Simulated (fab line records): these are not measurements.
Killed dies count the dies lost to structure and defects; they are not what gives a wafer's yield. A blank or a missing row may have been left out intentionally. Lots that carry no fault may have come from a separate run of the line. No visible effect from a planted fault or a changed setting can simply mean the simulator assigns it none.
2 desks looking at one fault || flow sky130 || each desk has only its own numbers; what lay behind them comes last

THE METROLOGY DESK
Means of the sampled wafers that have a number, per lot and without regard to the tool the lot ran on: this is what the gauges read. Marked OUT: a lot whose mean sits more than 4 standard deviations from the usual mean, which makes it out of limits; the brackets give that distance.
Columns: A = cdNm at SKY_METAL4_CD_MEAS_13, usual 300.1 nm
{"lot": "L789", "first seen here": "day 42 05:07", "A": 299.8}
{"lot": "L790", "first seen here": "day 42 07:31", "A": 298.4}
{"lot": "L791", "first seen here": "day 42 17:40", "A": 300.9}
{"lot": "L793", "first seen here": "day 43 05:56", "A": 301.0}
{"lot": "L794", "first seen here": "day 43 10:35", "A": 298.5}
{"lot": "L796", "first seen here": "day 44 12:05", "A": 298.7}
{"lot": "L797", "first seen here": "day 44 13:29", "A": 300.5}
{"lot": "L805", "first seen here": "day 46 13:10", "A": 300.5}
{"lot": "L807", "first seen here": "day 47 04:15", "A": 298.5}
{"lot": "L808", "first seen here": "day 47 10:02", "A": 300.9}
{"lot": "L810", "first seen here": "day 48 06:40", "A": 299.8}
{"lot": "L811", "first seen here": "day 48 07:05", "A": 301.3}
Finding of this desk: none of the 12 lots has anything out of limits.

DESK OF THE TOOL OWNER: plasmaAsher-01
The tool's own readings at SKY_METAL3_STRIP_19 (strips in O2/N2): means of the sampled wafers that have a number, for each lot that ran on this tool. Marked OUT: a lot whose mean sits more than 4 standard deviations from the usual mean, which makes it out of limits; the brackets give that distance.
Columns: A = drypumpMotorCurrentA at SKY_METAL3_STRIP_19, usual 5.3 A; B = o2FlowSccm at SKY_METAL3_STRIP_19, usual 3002 sccm; C = oesProductAu at SKY_METAL3_STRIP_19, usual 0.503 a.u.; D = stripTimeToEndpointS at SKY_METAL3_STRIP_19, usual 6.55 s
{"lot": "L789", "first seen here": "day 38 21:08", "A": 5.1, "B": 3007, "C": 0.493, "D": 6.44}
{"lot": "L791", "first seen here": "day 39 13:02", "A": 5.5, "B": 3004, "C": 0.499, "D": 6.49}
{"lot": "L793", "first seen here": "day 40 01:15", "A": 5.5, "B": 3012, "C": 0.503, "D": 6.61}
{"lot": "L794", "first seen here": "day 40 06:59", "A": 5.1, "B": 2999, "C": 0.497, "D": 6.51}
{"lot": "L796", "first seen here": "day 41 10:46", "A": 5.0, "B": 2998, "C": 0.502, "D": 6.54}
{"lot": "L797", "first seen here": "day 41 12:12", "A": 5.0, "B": 3020, "C": 0.501, "D": 6.52}
{"lot": "L807", "first seen here": "day 44 03:53", "A": 5.0, "B": 3007, "C": 0.506, "D": 6.58}
{"lot": "L811", "first seen here": "day 45 13:18", "A": 5.0, "B": 2997, "C": 0.498, "D": 6.44}
Finding of this desk: none of the 8 lots has anything out of limits.

TAKEN TOGETHER
At the metrology desk, nothing out of limits was observed.
The desk of the tool owner found nothing out of limits.

WHAT THE SIMULATOR HAD INSERTED
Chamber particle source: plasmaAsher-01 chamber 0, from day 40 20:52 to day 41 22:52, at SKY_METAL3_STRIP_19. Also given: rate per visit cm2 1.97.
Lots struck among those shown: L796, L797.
